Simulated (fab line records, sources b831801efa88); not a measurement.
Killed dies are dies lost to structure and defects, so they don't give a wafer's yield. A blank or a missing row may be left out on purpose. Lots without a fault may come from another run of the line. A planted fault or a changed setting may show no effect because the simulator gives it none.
Which tool did it? | flow gf180mcu | 6 lots, 18 wafers sampled, at 1 step of a route of 602

WHAT THE GAUGES READ, wafer by wafer
GF_V5_THK_MEAS_25: measures by xrf.
lot  | measured     | on            | V5_W_THK (nm)
L152 | day 27 14:28 | film_metro-04 | 358 358 355
L159 | day 29 23:29 | film_metro-02 | 375 368 370
L161 | day 30 16:03 | film_metro-02 | 362 372 364
L168 | day 32 05:08 | film_metro-04 | 359 359 373
L170 | day 32 19:26 | film_metro-02 | 380 361 374
L172 | day 33 06:35 | film_metro-03 | 368 369 370

WHICH TOOL RAN EACH LOT (tool, then ch and the chambers of the sampled wafers, then the start)
The record holds no process step before these readings.

THE ANSWER, worked out from the rows above alone
Rule: what is usual is taken from the lots themselves. Put in order of their means at a reading, lots are off if they are a third of the lots or fewer, leave a main group of 4 or more, and stand apart from it by a gap of 3 or more times the standard deviation of the main group's means; of several such gaps the widest counts. A main group whose means are all the same, to the digits that the tables above print for the reading, isn't used. A lot without any number at a reading at which 4 lots or more have one is off too. The other lots that the step has rows for count as sound.
No lot is off at any reading shown: from this, nothing can be told.

WHAT THE SIMULATOR HAD PUT IN
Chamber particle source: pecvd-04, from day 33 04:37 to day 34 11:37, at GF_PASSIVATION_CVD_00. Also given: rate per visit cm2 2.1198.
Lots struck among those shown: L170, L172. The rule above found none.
